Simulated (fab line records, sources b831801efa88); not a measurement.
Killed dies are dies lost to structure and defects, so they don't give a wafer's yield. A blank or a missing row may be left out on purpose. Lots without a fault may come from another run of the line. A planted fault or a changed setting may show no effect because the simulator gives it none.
One fault seen from 2 desks | flow gf180mcu | each desk has only its own numbers; what lay behind them comes last

THE METROLOGY DESK
What the gauges read, lot by lot, whatever tool the lot ran on: means of the sampled wafers that have a number. A lot is out of limits, marked OUT, if its mean lies more than 4 standard deviations from the usual mean; the brackets give that distance.
Columns: A = DUAL_GATE_OXIDATION_00_THK at GF_DUAL_GATE_THK_MEAS_03, usual 10.61 nm; B = DUAL_GATE_OVL at GF_DUAL_GATE_OVL_MEAS_11, usual 1.1 nm
lot  | first seen here | A     | B
L747 | day 10 17:28    | 10.75 | 0.7
L748 | day 10 21:59    | 10.70 | 1.6
L750 | day 12 02:10    | 10.90 | 3.5
L751 | day 12 02:10    | 10.97 | 2.1
L756 | day 13 15:43    | 10.46 | 0.0
L759 | day 14 06:34    | 10.70 | 0.5
This desk's finding: nothing out of limits on any of the 6 lots.

THE TOOL OWNER'S DESK: furnace-01
The tool's own readings at GF_DUAL_GATE_OXIDATION_15 (stabilise 600 s, purge 300 s, target thk 7.098 nm): means of the sampled wafers that have a number, for each lot that ran on this tool. A lot is out of limits, marked OUT, if its mean lies more than 4 standard deviations from the usual mean; the brackets give that distance.
Columns: A = spike_tc_bottom_C at GF_DUAL_GATE_OXIDATION_15, usual 872.0 C; B = spike_tc_centre_C at GF_DUAL_GATE_OXIDATION_15, usual 849.5 C; C = spike_tc_lower_C at GF_DUAL_GATE_OXIDATION_15, usual 850.3 C; D = spike_tc_top_C at GF_DUAL_GATE_OXIDATION_15, usual 863.4 C; E = spike_tc_upper_C at GF_DUAL_GATE_OXIDATION_15, usual 849.1 C
lot  | first seen here | A                | B               | C               | D                | E
L747 | day 11 16:28    | 861.5 (-5.8) OUT | 837.2 (-14) OUT | 838.2 (-13) OUT | 852.3 (-8.5) OUT | 835.7 (-12) OUT
L748 | day 11 23:11    | 862.3 (-5.4) OUT | 838.4 (-13) OUT | 839.7 (-11) OUT | 852.4 (-8.5) OUT | 837.3 (-11) OUT
L759 | day 15 06:10    | 873.3            | 849.3           | 850.9           | 863.8            | 848.2
This desk's finding: out of limits on L747, L748; first on L747, day 11 16:28 (spike_tc_bottom_C at GF_DUAL_GATE_OXIDATION_15). In limits: L759.

PUT TOGETHER
The tool owner's desk could have raised an alarm at day 11 16:28, on L747, L748.
The metrology desk saw nothing out of limits.
The metrology desk has L747, L748 on record, within its limits.
Of the lots named, all ran GF_DUAL_GATE_OXIDATION_15 on furnace-01.

WHAT THE SIMULATOR HAD PUT IN
Process parameter drift: furnace-01, from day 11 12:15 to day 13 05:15, at GF_DUAL_GATE_OXIDATION_15. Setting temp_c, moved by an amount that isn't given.
Lots struck among those shown: L747, L748.
Hours from the fault's start to each desk's first reading out of limits: the tool owner's desk, 4.
